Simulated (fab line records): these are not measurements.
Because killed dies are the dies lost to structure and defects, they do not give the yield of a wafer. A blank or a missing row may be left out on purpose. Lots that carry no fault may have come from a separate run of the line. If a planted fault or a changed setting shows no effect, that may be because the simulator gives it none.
Matching of chambers | flow gf180mcu | 4 sister chambers for GF_V2_CMP_26 on cmp-01
The step polishes, stops on SiO2, t overpolish 15 s, target thk 0 nm. 4 wafers are shown with their chamber, then 7 later ones without.

== EACH WAFER AND ITS CHAMBER ==
wafer  | chamber | motor-current-A (A)
L622.1 | 1       | 13.9
L622.6 | 3       | 12.9
L632.3 | 2       | 9.6
L632.5 | 0       | 11.0

== WAFERS MISSING THEIR CHAMBER ==
wafer  | motor-current-A (A)
L632.6 | 13.3
L633.1 | 11.3
L633.4 | 12.0
L633.6 | 14.4
L634.3 | 14.5
L634.4 | 11.8
L634.6 | 9.3

== CHAMBER TAKEN BY EACH ==
wafer  | from the rows above          | in truth
L632.6 | can't be placed: 3 or 1      | 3
L633.1 | 0                            | 0
L633.4 | can't be placed: 3 or 0 or 1 | 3
L633.6 | can't be placed: 1 or 3      | 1
L634.3 | can't be placed: 1 or 3      | 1
L634.4 | can't be placed: 0 or 3      | 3
L634.6 | 2                            | 2
Correctly placed: 2 of 7. Cannot be placed on the basis of these rows: 5; the candidates contain the true chamber in 5. Placed wrongly: 0.
How it was worked out, from the rows above alone: a wafer's distance from a chamber is the root of the sum, over the readings, of the square of ((its reading less the chamber's mean) divided by the reading's scatter). The wafer belongs to the nearest chamber; if the next one is less than 2 further off, it can't be placed. Each chamber's mean is taken over the wafers shown for it. The scatter (one wafer shown for each chamber): square how far every hidden wafer sits from the nearest shown wafer, average those squares and take the square root.
